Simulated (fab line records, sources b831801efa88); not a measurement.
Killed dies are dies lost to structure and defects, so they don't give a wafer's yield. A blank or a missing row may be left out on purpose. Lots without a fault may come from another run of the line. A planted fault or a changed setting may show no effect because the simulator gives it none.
One fault seen from 2 desks | flow gf180mcu | each desk has only its own numbers; what lay behind them comes last

THE TOOL OWNER'S DESK: litho_track-03
The tool's own readings at GF_PSD_COAT_02 (resist thk 1000 nm): means of the sampled wafers that have a number, for each lot that ran on this tool. A lot is out of limits, marked OUT, if its mean lies more than 4 standard deviations from the usual mean; the brackets give that distance.
Columns: A = spin_speed_rpm at GF_PSD_COAT_02, usual 3000.3 rpm
lot  | first seen here | A
L683 | day 13 15:25    | 3001.6
L691 | day 16 14:00    | 3001.6
L692 | day 16 23:36    | 2999.4
L693 | day 17 11:03    | 3549.6 (+99 or more) OUT
L695 | day 18 04:02    | 3549.0 (+99 or more) OUT
L703 | day 20 23:15    | 2999.3
L706 | day 22 00:12    | 3003.8
This desk's finding: out of limits on L693, L695; first on L693, day 17 11:03 (spin_speed_rpm at GF_PSD_COAT_02). In limits: L683, L691, L692, L703, L706.

THE METROLOGY DESK
What the gauges read, lot by lot, whatever tool the lot ran on: means of the sampled wafers that have a number. A lot is out of limits, marked OUT, if its mean lies more than 4 standard deviations from the usual mean; the brackets give that distance.
Columns: A = cd_nm at GF_PSD_CD_MEAS_07, usual 400.1 nm; B = CONTACT_CVD_00_THK at GF_CONTACT_THK_MEAS_01, usual 300 nm
lot  | first seen here | A     | B
L683 | day 14 01:59    | 401.0 | 303
L685 | day 14 17:22    | 399.1 | 303
L688 | day 15 18:15    | 401.1 | 304
L691 | day 17 01:53    | 399.8 | 302
L692 | day 17 10:54    | 399.6 | 298
L693 | day 17 23:00    | 405.8 | 302
L695 | day 18 15:33    | 405.0 | 295
L696 | day 19 05:06    | 399.0 | 299
L703 | day 21 11:29    | 399.8 | 301
L704 | day 21 23:40    | 401.3 | 299
L705 | day 22 03:11    | 402.5 | 300
L706 | day 22 11:59    | 395.5 | 300
This desk's finding: nothing out of limits on any of the 12 lots.

PUT TOGETHER
The tool owner's desk could have raised an alarm at day 17 11:03, on L693, L695.
The metrology desk saw nothing out of limits.
The metrology desk has L693, L695 on record, within its limits.
Of the lots named, all ran GF_PSD_COAT_02 on litho_track-03.

WHAT THE SIMULATOR HAD PUT IN
Process parameter drift: litho_track-03, from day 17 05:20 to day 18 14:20, at GF_PSD_COAT_02. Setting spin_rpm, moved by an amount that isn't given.
Lots struck among those shown: L693, L695.
Hours from the fault's start to each desk's first reading out of limits: the tool owner's desk, 6.
